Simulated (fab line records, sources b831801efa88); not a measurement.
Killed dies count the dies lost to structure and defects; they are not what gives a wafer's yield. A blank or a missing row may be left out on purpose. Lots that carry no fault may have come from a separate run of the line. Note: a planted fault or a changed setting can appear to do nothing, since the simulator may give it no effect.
Chamber matching + flow sky130 + SKY_VIA3_ETCH_14 on rie_diel-01: 4 sister chambers
The step etches BARC in N2/H2, stops on SiO2, time 45.9 s, target depth 60 nm. 14 wafers are shown with their chamber, then 7 later ones without.

== WAFERS, EACH WITH ITS CHAMBER ==
| wafer  | chamber | drypump_motor_current_A (A) | oes_product_au (a.u.) | throttle_valve_pct (%) |
|--------|---------|-----------------------------|-----------------------|------------------------|
| L150.3 | 1       | 5.83                        | 0.854                 | 13.238                 |
| L150.4 | 0       | 5.57                        | 0.862                 | 13.216                 |
| L150.6 | 0       | 5.54                        | 0.856                 | 13.206                 |
| L151.2 | 2       | 5.81                        | 0.848                 | 13.229                 |
| L151.4 | 0       | 5.52                        | 0.859                 | 13.233                 |
| L151.6 | 1       | 5.87                        | 0.853                 | 13.224                 |
| L158.2 | 0       | 5.56                        | 0.854                 | 13.239                 |
| L158.3 | 3       | 5.29                        | 0.855                 | 13.227                 |
| L158.5 | 1       | 5.82                        | 0.853                 | 13.223                 |
| L161.1 | 0       | 5.53                        | 0.854                 | 13.220                 |
| L161.3 | 1       | 5.88                        | 0.854                 | 13.229                 |
| L161.5 | 1       | 5.88                        | 0.852                 | 13.232                 |
| L165.2 | 2       | 5.84                        | 0.845                 | 13.224                 |
| L165.3 | 3       | 5.35                        | 0.853                 | 13.237                 |

SIGNATURES, as means of the wafers listed above
| reading                 | chamber 0 | chamber 1 | chamber 2 | chamber 3 | scatter within a chamber |
|-------------------------|-----------|-----------|-----------|-----------|--------------------------|
| drypump_motor_current_A | 5.5440    | 5.8560    | 5.8250    | 5.3200    | 0.027                    |
| oes_product_au          | 0.85700   | 0.85320   | 0.84650   | 0.85400   | 0.00239                  |
| throttle_valve_pct      | 13.22280  | 13.22920  | 13.22650  | 13.23200  | 0.00957                  |
Rule: for a wafer and a chamber, the distance is found by dividing, reading by reading, the gap between the wafer's reading and the chamber's mean by the reading's scatter, squaring, summing and taking the root. The wafer belongs to the nearest chamber; if the next one is less than 2 further off, it can't be placed. How the scatter is found: for the shown wafers, subtract from each reading the mean of its chamber, square and add these, divide the total by (wafers less chambers), then take the root.

== WAFERS MISSING THEIR CHAMBER ==
| wafer  | drypump_motor_current_A (A) | oes_product_au (a.u.) | throttle_valve_pct (%) |
|--------|-----------------------------|-----------------------|------------------------|
| L165.4 | 5.84                        | 0.861                 | 13.236                 |
| L168.3 | 5.54                        | 0.855                 | 13.215                 |
| L168.4 | 5.82                        | 0.858                 | 13.236                 |
| L168.6 | 5.54                        | 0.855                 | 13.228                 |
| L170.4 | 5.84                        | 0.855                 | 13.222                 |
| L170.5 | 5.81                        | 0.859                 | 13.216                 |
| L170.6 | 5.86                        | 0.854                 | 13.224                 |

== EACH ONE'S CHAMBER ==
| wafer  | from the rows above | in truth                   |
|--------|---------------------|----------------------------|
| L165.4 | 1                   | 1                          |
| L168.3 | 0                   | 0                          |
| L168.4 | 1                   | 1                          |
| L168.6 | 0                   | 0                          |
| L170.4 | 1                   | 1                          |
| L170.5 | 1                   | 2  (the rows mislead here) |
| L170.6 | 1                   | 1                          |
Correctly placed: 6 of 7. Number that these rows cannot place: 0. Placed wrongly: 1.
